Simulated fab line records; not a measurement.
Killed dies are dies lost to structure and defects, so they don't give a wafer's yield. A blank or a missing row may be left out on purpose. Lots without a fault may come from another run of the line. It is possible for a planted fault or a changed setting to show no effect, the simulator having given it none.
fab line records    flow sky130
record: lots: 13  wafers: 39  last_day: 50
route steps=708 shown POLY_GATE@205 LDD_N@252 PAD_OPEN@708
lots that met no fault: from a run of the same line without faults
start_h: start of the lot's first displayed wafer, in hours after the record's first day    wait_h: how many hours have passed since the lot's step before this one    " the same as in the row above    L1.1+2: a row that stands for several wafers    - value missing, or start not given    * or withheld: withheld    < > ~ a bound
route shown NAME@n: a module of which the file shows steps, and the number in the route of the first    usual: mean/standard deviation of fault-free wafers    same: alike in all rows    chamber/n: place in a boat    sites: the reading at each site    _std_site: standard deviation across them    _edge_site: the outer-site mean with the inner-site mean subtracted    radius_mm: for every site, how far away it sits from the centre of the wafer    mask NAME#n: copy n    behind: the most recent tool/chamber to have shaped the wafer    hold: the reason the lot was held/the length of the hold in hours/how it ended    device: whichever transistor did not switch (one of n, p or np)    end of line: the same wafers' tests at the end of the route    a step with no rows: only its recipe    killed: the dies lost at the first sort to structure and to defects; this is not the yield of the wafer    map: dies across one wafer; x = killed, . = not, _ = none there
set.NAME: the setting that was run; set.NAME@STEP: the one run at that earlier step    model.NAME: the simulator's own value behind a step, which no gauge read
a sample of lots followed through the steps of the route, with each step as a table and each wafer as a row
services: from which hour (start_h, from the record's first day; less than 0 if before it) a tool's chamber was out of use, for how many hours, and why
== steps ==
step: SKY_POLY_GATE_THK_MEAS_01
recipe: reads: poly-Si_of_POLY_GATE_CVD_00
usual: POLY_GATE_CVD_00_THK: 180.3/1.6
lot.wafer  tool           chamber  start_h  wait_h  POLY_GATE_CVD_00_THK[nm]
L670.2     film_metro-01  -        308.92   0.0     179.6
L670.3     "              -        "        "       180.5
L670.5     "              -        "        "       180.1
L671.1     film_metro-03  -        322.13   0.0     181.9
L671.4     "              -        "        "       183.9
L671.5     "              -        "        "       182.4
L679.4     film_metro-03  -        393.03   0.0     182.7
L679.5     "              -        "        "       182.9
L679.6     "              -        "        "       181.0
L682.2     film_metro-01  -        404.25   0.0     180.5
L682.3     "              -        "        "       179.7
L682.4     "              -        "        "       178.8
L681.2     film_metro-03  -        405.45   0.0     181.1
L681.3     "              -        "        "       178.8
L681.5     "              -        "        "       180.7
L683.2     film_metro-03  -        412.71   0.0     180.4
L683.4     "              -        "        "       181.0
L683.5     "              -        "        "       180.8
L684.4     film_metro-01  -        423.54   0.0     181.9
L684.5     "              -        "        "       183.3
L684.6     "              -        "        "       181.9
L686.3     film_metro-03  -        439.11   0.0     179.8
L686.4     "              -        "        "       178.8
L686.6     "              -        "        "       179.8
L688.2     film_metro-01  -        461.01   0.0     179.2
L688.5     "              -        "        "       178.3
L688.6     "              -        "        "       178.5
L689.2     film_metro-01  -        468.13   0.0     181.4
L689.3     "              -        "        "       182.5
L689.6     "              -        "        "       181.5
L691.2     film_metro-04  -        486.29   0.0     180.8
L691.4     "              -        "        "       180.7
L691.6     "              -        "        "       180.5
L692.3     film_metro-01  -        491.45   0.0     182.6
L692.5     "              -        "        "       180.2
L692.6     "              -        "        "       182.2
L693.1     film_metro-03  -        497.21   0.0     178.7
L693.3     "              -        "        "       177.9
L693.5     "              -        "        "       179.0
step: SKY_POLY_GATE_THK_MEAS_04
recipe: reads: Si3N4_of_POLY_GATE_CVD_03
usual: POLY_GATE_CVD_03_THK: 75.5/0.78
lot.wafer  tool           chamber  start_h  wait_h  POLY_GATE_CVD_03_THK[nm]
L670.2     film_metro-03  -        336.95   0.0     75.5
L670.3     "              -        "        "       75.8
L670.5     "              -        "        "       75.3
L671.1     film_metro-04  -        350.87   0.0     73.9
L671.4     "              -        "        "       74.0
L671.5     "              -        "        "       74.4
L679.4     film_metro-03  -        423.13   0.0     75.7
L679.5     "              -        "        "       75.9
L679.6     "              -        "        "       76.0
L682.2     film_metro-04  -        435.90   0.0     75.6
L682.3     "              -        "        "       75.6
L682.4     "              -        "        "       75.2
L681.2     film_metro-01  -        437.38   0.0     76.9
L681.3     "              -        "        "       75.8
L681.5     "              -        "        "       76.4
L683.2     film_metro-04  -        444.48   0.0     76.1
L683.4     "              -        "        "       76.7
L683.5     "              -        "        "       75.8
L684.4     film_metro-04  -        455.52   0.0     76.3
L684.5     "              -        "        "       75.6
L684.6     "              -        "        "       75.8
L686.3     film_metro-01  -        470.79   0.0     76.1
L686.4     "              -        "        "       75.3
L686.6     "              -        "        "       75.2
L688.2     film_metro-03  -        493.45   0.0     76.1
L688.5     "              -        "        "       76.0
L688.6     "              -        "        "       76.2
L689.2     film_metro-03  -        512.40   0.0     75.7
L689.3     "              -        "        "       75.5
L689.6     "              -        "        "       75.2
L691.2     film_metro-04  -        520.40   0.0     73.6
L691.4     "              -        "        "       73.6
L691.6     "              -        "        "       73.7
L692.3     film_metro-01  -        520.41   0.0     75.0
L692.5     "              -        "        "       75.2
L692.6     "              -        "        "       74.9
L693.1     film_metro-01  -        522.94   0.0     76.2
L693.3     "              -        "        "       75.9
L693.5     "              -        "        "       76.2
step: SKY_LDD_N_IMPLANT_15
recipe: species: BF2  energy_kev: 50  dose_cm2: 5e+12  tilt_deg: 30  rotation_deg: 270
usual: dose_ions_cm2: 5e+12/6.3e+09  faraday_current_uA: 28.1/0.5
lot.wafer  tool          chamber  start_h  wait_h  dose_ions_cm2  faraday_current_uA
L670.2     implanter-03  0        394.28   0.1     4.999e+12      28.4
L670.3     "             0        "        "       5.003e+12      27.6
L670.5     "             0        "        "       4.993e+12      27.4
L671.1     implanter-02  0        409.61   0.1     4.997e+12      28.0
L671.4     "             0        "        "       5.008e+12      28.2
L671.5     "             0        "        "       4.991e+12      28.4
L679.4     implanter-03  0        489.71   0.1     2.294e+12      13.0
L679.5     "             0        "        "       2.296e+12      13.0
L679.6     "             0        "        "       2.293e+12      13.0
L682.2     implanter-02  0        512.16   0.1     4.994e+12      27.4
L682.3     "             0        "        "       4.996e+12      28.0
L682.4     "             0        "        "       4.987e+12      27.8
L681.2     implanter-03  0        512.43   0.1     2.3e+12        12.9
L681.3     "             0        "        "       2.304e+12      12.5
L681.5     "             0        "        "       2.303e+12      12.7
L683.2     implanter-02  0        516.58   0.1     5.016e+12      27.3
L683.4     "             0        "        "       5.01e+12       28.6
L683.5     "             0        "        "       5.002e+12      28.0
L684.4     implanter-01  0        519.23   0.1     4.999e+12      28.4
L684.5     "             0        "        "       4.993e+12      27.7
L684.6     "             0        "        "       4.996e+12      28.1
L686.3     implanter-02  0        525.19   0.1     4.996e+12      28.3
L686.4     "             0        "        "       5e+12          28.3
L686.6     "             0        "        "       4.988e+12      27.7
L688.2     implanter-02  0        550.61   0.1     5.008e+12      28.1
L688.5     "             0        "        "       4.997e+12      28.0
L688.6     "             0        "        "       4.996e+12      28.2
L689.2     implanter-01  0        574.28   0.1     5.002e+12      29.0
L689.3     "             0        "        "       4.996e+12      27.7
L689.6     "             0        "        "       5.001e+12      27.8
L692.3     implanter-01  0        583.20   0.1     5.006e+12      27.8
L692.5     "             0        "        "       4.998e+12      28.5
L692.6     "             0        "        "       5.001e+12      27.0
L691.2     implanter-02  0        583.47   0.1     5.003e+12      28.2
L691.4     "             0        "        "       5.003e+12      28.6
L691.6     "             0        "        "       4.995e+12      28.2
L693.1     implanter-03  0        586.30   0.1     5.009e+12      28.3
L693.3     "             0        "        "       4.994e+12      28.4
L693.5     "             0        "        "       5.014e+12      27.7
step: SKY_LDD_N_STRIP_16
recipe: chemistry: O2/N2  power_w: 1400  pressure_mtorr: 1500  platen_temp_c: withheld  o2_flow_sccm: 3000  n2_flow_sccm: 300  overash_fraction: 0.5
usual: drypump_motor_current_A: 5.8/0.55  oes_product_au: 0.406/0.0046  strip_time_to_endpoint_s: 4.315/0.013
same: overash_fraction: 0.5
lot.wafer  tool             chamber  start_h  wait_h  drypump_motor_current_A  oes_product_au  rf_hours_counter_h  strip_time_to_endpoint_s
L670.2     plasma_asher-03  1        394.41   0.1     5.8                      0.403           69                  4.323
L670.3     "                0        "        "       6.2                      0.405           -                   4.317
L670.5     "                0        "        "       6.2                      0.411           -                   4.328
L671.1     plasma_asher-03  0        409.76   0.1     6.1                      0.409           71                  4.314
L671.4     "                1        "        "       5.8                      0.408           -                   4.333
L671.5     "                1        "        "       5.8                      0.402           -                   4.318
L679.4     plasma_asher-01  1        489.82   0.1     5.3                      0.404           -                   4.300
L679.5     "                1        "        "       5.4                      0.398           -                   4.297
L679.6     "                0        "        "       6.0                      0.404           -                   4.307
L682.2     plasma_asher-03  1        512.29   0.1     5.8                      0.406           80                  4.314
L682.3     "                1        "        "       5.8                      0.409           -                   4.330
L682.4     "                0        "        "       6.2                      0.408           -                   4.340
L681.2     plasma_asher-01  0        512.55   0.1     6.0                      0.409           41                  4.300
L681.3     "                1        "        "       5.3                      0.400           -                   4.301
L681.5     "                1        "        "       5.3                      0.404           -                   4.300
L683.2     plasma_asher-03  0        516.70   0.1     6.1                      0.416           82                  4.322
L683.4     "                0        "        "       6.1                      0.406           -                   4.290
L683.5     "                1        "        "       5.8                      0.414           -                   4.323
L684.4     plasma_asher-04  1        519.34   0.1     5.0                      0.407           -                   4.326
L684.5     "                0        "        "       6.7                      0.411           -                   4.322
L684.6     "                1        "        "       5.0                      0.405           -                   4.340
L686.3     plasma_asher-04  1        525.32   0.1     5.0                      0.406           -                   4.316
L686.4     "                0        "        "       6.7                      0.399           -                   4.332
L686.6     "                0        "        "       6.7                      0.414           -                   4.331
L688.2     plasma_asher-01  1        550.74   0.1     5.3                      0.406           46                  4.295
L688.5     "                0        "        "       5.9                      0.404           -                   4.314
L688.6     "                1        "        "       5.4                      0.412           -                   4.329
L689.2     plasma_asher-01  1        574.41   0.1     5.4                      0.407           48                  4.316
L689.3     "                0        "        "       6.0                      0.408           -                   4.322
L689.6     "                0        "        "       6.0                      0.405           -                   4.313
L692.3     plasma_asher-04  0        583.33   0.1     6.7                      0.412           -                   4.302
L692.5     "                1        "        "       5.0                      0.402           -                   4.314
L692.6     "                0        "        "       6.7                      0.401           -                   4.314
L691.2     plasma_asher-01  1        583.60   0.1     5.3                      0.411           50                  4.320
L691.4     "                1        "        "       5.4                      0.411           -                   4.324
L691.6     "                1        "        "       5.4                      0.401           -                   4.315
L693.1     plasma_asher-04  1        586.45   0.1     5.0                      0.400           72                  4.310
L693.3     "                1        "        "       5.0                      0.402           -                   4.317
L693.5     "                0        "        "       6.7                      0.401           -                   4.321
step: SKY_PAD_OPEN_PROBE_99
usual: killed_at_M0_to_M3: 42/6.1  killed_at_M4_up: 3.3/1.7  killed_at_contacts: 25/5.4  killed_at_front_end: 16/4.6  killed_at_other: 0.4/0.55  killed_dies: 87/8.8  killed_open: 47/7.1  killed_short: 40/5.8
same: gross_dies: 492  killed_at_back_side: 0
lot.wafer  tool       chamber  start_h  wait_h  killed_at_M0_to_M3  killed_at_M4_up  killed_at_contacts  killed_at_front_end  killed_at_other  killed_dies  killed_open  killed_short
L679.4     prober-02  -        1130.02  0.2     39                  1                32                  18                   1                91           52           37
L679.5     prober-02  -        1130.07  0.2     38                  3                29                  15                   0                85           48           35
L679.6     prober-02  -        1130.12  0.2     41                  6                24                  20                   0                91           51           38
killed by level:class
L679.4 CONTACT:geometric_particle:open=12 VIA1:geometric_particle:open=10 VIA3:geometric_particle:open=9 LI_CONTACT:geometric_particle:open=6 CONTACT:geometric_particle:short=6 METAL1:geometric_particle:short=6 POLY_GATE:geometric_particle:open=5 LI_CONTACT:geometric_particle:short=4
L679.5 CONTACT:geometric_particle:open=11 LI_CONTACT:geometric_particle:open=9 VIA2:geometric_particle:open=7 LI_CONTACT:geometric_particle:short=6 VIA1:geometric_particle:open=5 VIA1:geometric_particle:short=4 METAL2:geometric_particle:short=4 VIA2:geometric_particle:short=4
L679.6 VIA1:geometric_particle:open=8 LI_CONTACT:geometric_particle:open=8 CONTACT:geometric_particle:open=6 VIA3:geometric_particle:open=6 VIA2:geometric_particle:open=5 SPACER:geometric_particle:open=4 CONTACT:geometric_particle:short=4 METAL2:geometric_particle:short=4
== services ==
tool             chamber  start_h  hours  kind
plasma_asher-04  -        384.89   2.8    pm
plasma_asher-03  -        387.40   5.2    repair
plasma_asher-04  -        399.54   3.2    repair
implanter-03     -        415.10   22.9   pm
plasma_asher-04  -        418.83   3.3    repair
implanter-03     -        442.39   1.7    repair
implanter-01     -        444.08   0.5    repair
plasma_asher-03  -        464.08   0.7    repair
plasma_asher-04  -        467.01   15.6   pm
implanter-01     -        474.02   2.5    repair
implanter-01     -        477.75   2.3    repair
implanter-03     -        479.51   2.2    repair
plasma_asher-01  -        486.39   2.0    repair
implanter-01     -        505.11   3.8    pm
implanter-01     -        535.90   1.6    repair
plasma_asher-04  -        552.31   5.8    repair
implanter-01     -        574.95   3.2    pm
implanter-01     -        584.60   2.9    repair
== key ==
first_sign: step: SKY_LDD_N_IMPLANT_15  reading: dose_ions_cm2  direction: down  sigmas: 99+  usual: *  struck: *
effect: step: SKY_LDD_N_IMPLANT_15  reading: faraday_current_uA  direction: down  sigmas: 31  usual: 28.1  struck: 12.9
met_at SKY_LDD_N_IMPLANT_15
struck_lots L679,L681
tester_left_out L679,L681
not_acting_at SKY_POLY_GATE_THK_MEAS_01,SKY_POLY_GATE_THK_MEAS_04,SKY_LDD_N_STRIP_16
onset_between 394.28 489.71
fault: kind: process_parameter_drift  tool: implanter-03  chamber: -  onset_h: 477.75  steps: SKY_LDD_N_IMPLANT_15  channel: dose_cm2  offset: *  shape: step  end_h: 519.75  acts_in: *  stated: *
tester_left_out: of these lots the tester's yield and bins aren't shown, on N5 and GAA mostly nor the transistor test; their killed dies are dies lost to structure and defects alone, not to doping, threshold or leakage, so they don't give the yield
